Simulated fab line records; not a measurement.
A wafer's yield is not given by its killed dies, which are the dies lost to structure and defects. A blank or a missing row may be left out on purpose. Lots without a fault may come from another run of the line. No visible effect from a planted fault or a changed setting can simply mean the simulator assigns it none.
Which tool did it? | flow sky130 | 12 lots (36 wafers sampled), 1 step of a 708-step route

WHAT THE GAUGES SHOWED, per wafer
SKY_VIA1_CD_MEAS_12: the cd target is 150 nm. Usual: cdNm 149.8 nm, standard deviation 1.8.
lot  | measured     | on       | cdNm (nm)         | flag
L104 | day 33 22:49 | cdSem-01 | 152.1 151.7 150.2 | 
L107 | day 35 02:22 | cdSem-01 | 149.0 148.1 148.1 | 
L112 | day 36 12:42 | cdSem-02 | 150.3 148.6 149.5 | 
L114 | day 37 11:43 | cdSem-02 | 152.2 150.7 151.8 | 
L116 | day 37 16:25 | cdSem-02 | 149.8 150.0 149.6 | 
L117 | day 38 10:23 | cdSem-02 | 149.2 147.7 147.9 | 
L118 | day 38 17:26 | cdSem-01 | 151.2 150.4 152.2 | 
L119 | day 39 04:10 | cdSem-01 | 148.2 146.2 147.4 | 
L120 | day 39 04:52 | cdSem-01 | 146.9 147.4 145.8 | 
L125 | day 40 10:20 | cdSem-01 | 151.0 148.3 149.0 | 
L126 | day 41 14:35 | cdSem-01 | 152.0 150.7 151.3 | 
L127 | day 41 15:32 | cdSem-02 | 150.5 152.9 152.3 | 

EACH LOT AND THE TOOL THAT RAN IT (in order: tool; ch and the chambers of the sampled wafers; start)
No process step before these readings appears in the record.

AS READ BY THE TOOLS THEMSELVES (means over the sampled wafers that have a number; for cases with no such wafer, the mark the record gives instead)
The record holds no such reading with a usual standard deviation.

THE ANSWER, worked out from the rows above alone
Rule: a lot is off if the mean of its wafers that have a number lies more than 3 standard deviations from the usual mean. A lot without any number at a reading at which 4 lots or more have one is off too. Any other lot the step has rows for is counted as sound. The gauges are gone through in route order, then the tools' own readings, and for those a lot's mean is taken as printed above. At the first step where some lot is off, the reading lying furthest off is the one used; lots without a number count as furthest.
Across all readings shown, no lot is off: no conclusion can be drawn from this.

WHAT THE SIMULATOR PUT IN
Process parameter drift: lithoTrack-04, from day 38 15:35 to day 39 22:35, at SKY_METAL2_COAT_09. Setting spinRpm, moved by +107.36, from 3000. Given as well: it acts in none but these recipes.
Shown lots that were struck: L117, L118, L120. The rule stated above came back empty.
